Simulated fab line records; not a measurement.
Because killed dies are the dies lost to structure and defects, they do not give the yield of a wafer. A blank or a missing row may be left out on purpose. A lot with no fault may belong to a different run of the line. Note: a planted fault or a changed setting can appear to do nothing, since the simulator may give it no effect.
Matching of chambers + flow sky130 + 4 sister chambers for SKY_VIA2_ETCH_14 on rie diel-04
The step etches BARC in N2/H2, stops on SiO2, time 45.9 s, target depth 60 nm. 4 wafers are shown with their chamber, then 9 later ones without.

## WAFERS WITH THEIR CHAMBER
| wafer  | chamber | drypump motor current A (A) |
|--------|---------|-----------------------------|
| L084.1 | 0       | 6.1                         |
| L086.1 | 1       | 6.7                         |
| L087.5 | 2       | 6.1                         |
| L087.6 | 3       | 6.1                         |

## WAFERS MISSING THEIR CHAMBER
| wafer  | drypump motor current A (A) |
|--------|-----------------------------|
| L088.3 | 6.7                         |
| L088.5 | 6.7                         |
| L088.6 | 6.1                         |
| L089.2 | 6.1                         |
| L089.3 | 6.2                         |
| L089.5 | 6.1                         |
| L094.1 | 6.7                         |
| L094.2 | 6.1                         |
| L094.4 | 6.7                         |

## CHAMBER TAKEN BY EACH
| wafer  | from the rows above          | in truth |
|--------|------------------------------|----------|
| L088.3 | 1                            | 1        |
| L088.5 | 1                            | 1        |
| L088.6 | can't be placed: 0 or 2 or 3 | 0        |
| L089.2 | can't be placed: 0 or 2 or 3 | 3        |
| L089.3 | can't be placed: 0 or 2 or 3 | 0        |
| L089.5 | can't be placed: 0 or 2 or 3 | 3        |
| L094.1 | 1                            | 1        |
| L094.2 | can't be placed: 0 or 2 or 3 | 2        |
| L094.4 | 1                            | 1        |
4 of 9 placed correctly. Cannot be placed on the basis of these rows: 5; the candidates contain the true chamber in 5. Placed wrongly: 0.
How it was worked out, from the rows above alone: a wafer's distance from a chamber is the root of the sum, over the readings, of the square of ((its reading less the chamber's mean) divided by the reading's scatter). The wafer belongs to the nearest chamber; if the next one is less than 2 further off, it can't be placed. A chamber's mean is the mean of its shown wafers. The scatter (one wafer shown for each chamber): square how far every hidden wafer sits from the nearest shown wafer, average those squares and take the square root.
